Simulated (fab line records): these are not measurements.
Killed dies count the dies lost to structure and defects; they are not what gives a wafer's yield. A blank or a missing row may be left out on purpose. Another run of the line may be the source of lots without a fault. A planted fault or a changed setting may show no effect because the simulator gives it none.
Problem report in the 8D (eight disciplines) form, filled by code :: flow gf180mcu :: the parts of the form that need people (team, actions taken, sign-off) are left out

## 1. THE ISSUE
Across 6 wafers from 2 lots, LVPWELL_OVL at GF_LVPWELL_OVL_MEAS_07 averages 215.3 nm, while fault-free wafers read -0.4 nm with a standard deviation of 1.4. So: +99 or more standard deviations from the usual mean.
The first sign was on wafer L556.1 at day 7 01:00, on overlay-02. The record has a number at this step for 42 wafers belonging to 14 lots. The rule behind "out" and "out of limits": a value lying over 4 standard deviations away from the usual mean. The rest of the wafers with a number are treated as sound.

## 2. WHAT THIS IS AND IS NOT
question: which readings at this step
is: LVPWELL_OVL
is not: -

question: which lots
is: L556, L557
is not: L544, L545, L546, L547, L548, L549, L550, L551, L552, L562, L564, L566

question: which wafers of those lots
is: all that have a number
is not: -

question: read on which gauges
is: overlay-02
is not: overlay-01

question: when
is: from day 7 01:00
is not: up to then (27 sound wafers); but 9 sound wafers of L562, L564, L566 came after

## 3. WHAT RULES OUT EACH SUSPECT
Counting: a tool stays on the suspect list if, at a process step up to the reading, it processed all lots that are out and no sound lot following the first of them.
- the gauge at GF_LVPWELL_OVL_MEAS_07: kept. All the wafers that are out were read on overlay-02, and no step on other tools shows them out.
- iline stepper-02 at GF_LVPWELL_EXPOSE_04 (exposes mask LVPWELL, target cd 600 nm): kept. Every lot that is out went through it, starting with L556 (day 6 17:38), and after that it ran no sound lot; the last sound lot it ran before then is L550 (day 5 05:54).
Remaining after the count are iline stepper-02 at GF_LVPWELL_EXPOSE_04 and overlay-02 at GF_LVPWELL_OVL_MEAS_07.

## 4. THE CAUSE (what the simulator had put in)
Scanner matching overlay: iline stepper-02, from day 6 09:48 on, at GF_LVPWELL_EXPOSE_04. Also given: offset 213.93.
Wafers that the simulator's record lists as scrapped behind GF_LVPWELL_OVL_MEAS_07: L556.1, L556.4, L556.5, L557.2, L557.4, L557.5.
This tool is one of the 2 suspects left after counting.

## 5. THE CHAIN OF EFFECTS, in route order
Each row: a reading whose mean over the struck wafers that have a number lies more than 3 standard deviations from the usual. Scope: only readings with a usual standard deviation given in the record; hours: median across lots of the time from each lot's start at the first step in this table that gives one to its start at this step; sigmas: change in usual standard deviations.
hours: 0
step: GF_LVPWELL_OVL_MEAS_07
reading: LVPWELL_OVL
usual: -0.4 nm
on struck wafers: 215.3
change: +215.7
sigmas: +99 or more

## 6. HOW IT WOULD HAVE BEEN CAUGHT EARLIER
15 hours passed between the start of the fault at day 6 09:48 and the first reading out of limits at a measuring or inspecting step in this record, taken at day 7 01:00.
All the lots that are out (2) had begun GF_LVPWELL_EXPOSE_04 on iline stepper-02 by day 7 01:00. A hold on the tool at that time would have spared none of them.
